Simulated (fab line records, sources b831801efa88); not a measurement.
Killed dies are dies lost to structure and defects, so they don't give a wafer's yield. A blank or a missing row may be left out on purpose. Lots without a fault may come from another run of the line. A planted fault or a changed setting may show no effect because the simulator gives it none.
Which tool did it? | flow sky130 | 13 lots, 39 wafers sampled, at 5 steps of a route of 708

WHAT THE GAUGES READ, wafer by wafer
SKY_NWELL_TW_MEAS_26. Usual: NWELL_2_TW 493, standard deviation 3.2.
lot  | measured     | on            | NWELL_2_TW  | flag
L392 | day 5 06:07  | film_metro-02 | 496 490 493 |
L397 | day 6 16:09  | film_metro-04 | 493 494 491 |
L398 | day 7 01:01  | film_metro-02 | 492 493 494 |
L400 | day 7 09:28  | film_metro-04 | 485 489 487 |
L402 | day 8 04:40  | film_metro-02 | 498 496 494 |
L403 | day 8 06:29  | film_metro-02 | 500 499 498 |
L404 | day 8 09:40  | film_metro-02 | 499 496 497 |
L405 | day 8 15:24  | film_metro-02 | 496 497 491 |
L408 | day 9 09:26  | film_metro-02 | 492 492 493 |
L409 | day 9 18:34  | film_metro-03 | 491 495 495 |
L410 | day 9 21:59  | film_metro-04 | 491 493 492 |
L411 | day 10 07:10 | film_metro-02 | 492 490 494 |
L412 | day 10 12:48 | film_metro-02 | 494 495 494 |

SKY_NWELL_RS_MEAS_29: measures by four-point-probe. Usual: NWELL_RS 624.6 ohm/sq, standard deviation 1.7.
lot  | measured     | on            | NWELL_RS (ohm/sq)                   | flag
L392 | day 5 06:25  | film_metro-02 | 625.6 624.6 624.3                   |
L397 | day 6 16:22  | film_metro-02 | 623.7 623.4 624.0                   |
L398 | day 7 01:14  | film_metro-04 | 622.3 624.5 623.9                   |
L400 | day 7 09:41  | film_metro-02 | 624.5 623.9 623.1                   |
L402 | day 8 04:52  | film_metro-03 | 623.4 623.5 625.6                   |
L403 | day 8 06:43  | film_metro-04 | 627.2 627.1 626.2                   |
L404 | day 8 09:53  | film_metro-02 | 624.3 623.5 624.9                   |
L405 | day 8 15:38  | film_metro-02 | 624.5 622.6 623.8                   |
L408 | day 9 09:40  | film_metro-02 | 626.1 624.9 622.4                   |
L409 | day 9 18:47  | film_metro-02 | 624.0 621.3 622.3                   |
L410 | day 9 22:13  | film_metro-04 | 621.4 623.0 622.1                   |
L411 | day 10 07:23 | film_metro-04 | 618.4 620.0 618.6 618.8 620.0 617.7 | OFF
L412 | day 10 13:02 | film_metro-03 | 618.1 615.9 617.9 616.1 617.8 617.7 | OFF

SKY_POLY_CUT_CD_MEAS_08: target cd 270 nm. Usual: cd_nm 270.7 nm, standard deviation 1.6.
lot  | measured     | on        | cd_nm (nm)        | flag
L392 | day 24 04:00 | cd_sem-02 | 271.9 271.7 271.2 |
L397 | day 26 10:17 | cd_sem-02 | 272.6 271.7 271.6 |
L398 | day 26 18:51 | cd_sem-01 | 270.8 270.1 269.0 |
L400 | day 27 08:53 | cd_sem-02 | 270.5 269.9 269.9 |
L402 | day 28 05:44 | cd_sem-02 | 268.8 269.9 269.0 |
L403 | day 28 08:37 | cd_sem-02 | 274.0 272.3 273.0 |
L404 | day 28 18:55 | cd_sem-02 | 268.7 268.2 268.4 |
L405 | day 28 21:43 | cd_sem-02 | 268.8 267.6 268.6 |
L408 | day 29 22:32 | cd_sem-01 | 271.4 272.5 272.1 |
L409 | day 30 07:58 | cd_sem-02 | 268.5 269.1 269.0 |
L410 | day 30 13:06 | cd_sem-01 | 272.5 272.6 271.6 |
L411 | day 31 02:25 | cd_sem-02 | 271.1 272.0 271.3 |
L412 | day 31 10:22 | cd_sem-02 | 272.1 270.4 271.0 |

SKY_SD_P_OVL_MEAS_08. Usual: SD_P_OVL 0.9 nm, standard deviation 1.4.
lot  | measured     | on         | SD_P_OVL (nm) | flag
L392 | day 25 09:50 | overlay-01 | 0.8 0.9 -1.3  |
L397 | day 27 15:47 | overlay-02 | -2.4 0.0 1.6  |
L398 | day 27 22:59 | overlay-02 | 2.7 1.8 3.1   |
L400 | day 28 13:25 | overlay-02 | 1.2 1.9 0.9   |
L402 | day 29 10:25 | overlay-02 | 3.9 1.1 3.1   |
L403 | day 29 13:17 | overlay-02 | 3.4 0.2 1.9   |
L404 | day 29 22:46 | overlay-01 | 0.0 -1.6 1.3  |
L405 | day 30 01:37 | overlay-01 | -0.9 1.0 1.1  |
L408 | day 31 02:55 | overlay-02 | 2.0 2.2 0.7   |
L409 | day 31 11:02 | overlay-02 | 1.3 0.9 2.7   |
L410 | day 31 17:41 | overlay-02 | 1.0 -0.6 2.1  |
L411 | day 32 06:01 | overlay-02 | 1.7 1.1 2.6   |
L412 | day 32 12:52 | overlay-02 | 1.2 1.0 -1.7  |

WHICH TOOL RAN EACH LOT (tool, then ch and the chambers of the sampled wafers, then the start)
lot  | SKY_NWELL_IMPLANT_11
L392 | implanter-01 ch 0, day 4 12:25
L397 | implanter-03 ch 0, day 5 21:24
L398 | implanter-01 ch 0, day 6 05:17
L400 | implanter-03 ch 0, day 6 13:36
L402 | implanter-03 ch 0, day 7 07:43
L403 | implanter-03 ch 0, day 7 09:22
L404 | implanter-04 ch 0, day 7 12:43
L405 | implanter-01 ch 0, day 7 18:29
L408 | implanter-04 ch 0, day 8 11:55
L409 | implanter-04 ch 0, day 8 20:25
L410 | implanter-01 ch 0, day 9 00:28
L411 | implanter-04 ch 0, day 9 08:49
L412 | implanter-04 ch 0, day 9 14:34
- SKY_NWELL_IMPLANT_11

WHAT THE TOOLS THEMSELVES READ (means of the sampled wafers that have a number; where no wafer has one, the mark that the record gives instead)
SKY_NWELL_IMPLANT_11. Usual: dose_ions_cm2 1.8998e+13, standard deviation 1.9e+10; end_station_pressure_torr 5.09e-06 Torr, standard deviation 2.7e-07.
lot  | tool         | dose_ions_cm2 | end_station_pressure_torr (Torr) | flag
L392 | implanter-01 | 1.8975e+13    | 5.01e-06                         |
L397 | implanter-03 | 1.9018e+13    | 5.06e-06                         |
L398 | implanter-01 | 1.8990e+13    | 5.18e-06                         |
L400 | implanter-03 | 1.8993e+13    | 5.30e-06                         |
L402 | implanter-03 | 1.8990e+13    | 5.21e-06                         |
L403 | implanter-03 | 1.9017e+13    | 5.24e-06                         |
L404 | implanter-04 | 1.8988e+13    | 5.11e-06                         |
L405 | implanter-01 | 1.9020e+13    | 5.02e-06                         |
L408 | implanter-04 | 1.8989e+13    | 5.11e-06                         |
L409 | implanter-04 | 1.8997e+13    | 5.12e-06                         |
L410 | implanter-01 | 1.9004e+13    | 5.13e-06                         |
L411 | implanter-04 | 1.9488e+13    | 5.28e-06                         | OFF
L412 | implanter-04 | 1.9465e+13    | 5.07e-06                         | OFF

THE ANSWER, worked out from the rows above alone
Rule: a lot is off if the mean of its wafers that have a number lies more than 3 standard deviations from the usual mean. A lot without any number at a reading at which 4 lots or more have one is off too. The other lots that the step has rows for count as sound. The gauges are gone through in route order, then the tools' own readings, and for those a lot's mean is taken as printed above. The first step at which some lot is off is used, and at that step the reading that is off furthest; a lot without a number counts as furthest.
Off: L411, L412, at SKY_NWELL_RS_MEAS_29 (NWELL_RS).
A tool fits if, at a process step before that reading, it ran every lot that is off, and no sound lot after the first of them. The gauges at SKY_NWELL_RS_MEAS_29 aren't tried: what is off there is off at SKY_NWELL_IMPLANT_11 too, on other tools, and a gauge's error can't cause that. One fits: implanter-04 at SKY_NWELL_IMPLANT_11. Its last sound lot is L409 (day 8 20:25), its first lot that is off L411 (day 9 08:49): a fault that began between those two fits.
The tool's own readings at SKY_NWELL_IMPLANT_11 bear it out: on the lots that are off they differ by more than 5 times the standard deviation of the sound lots' means. dose_ions_cm2 reads 1.9476e+13 there against 1.8998e+13 on the sound lots.

WHAT THE SIMULATOR HAD PUT IN
Process parameter drift: implanter-04, from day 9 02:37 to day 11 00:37, at SKY_NWELL_IMPLANT_11. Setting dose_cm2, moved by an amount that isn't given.
Lots struck among those shown: L411, L412. The rule above found the same.
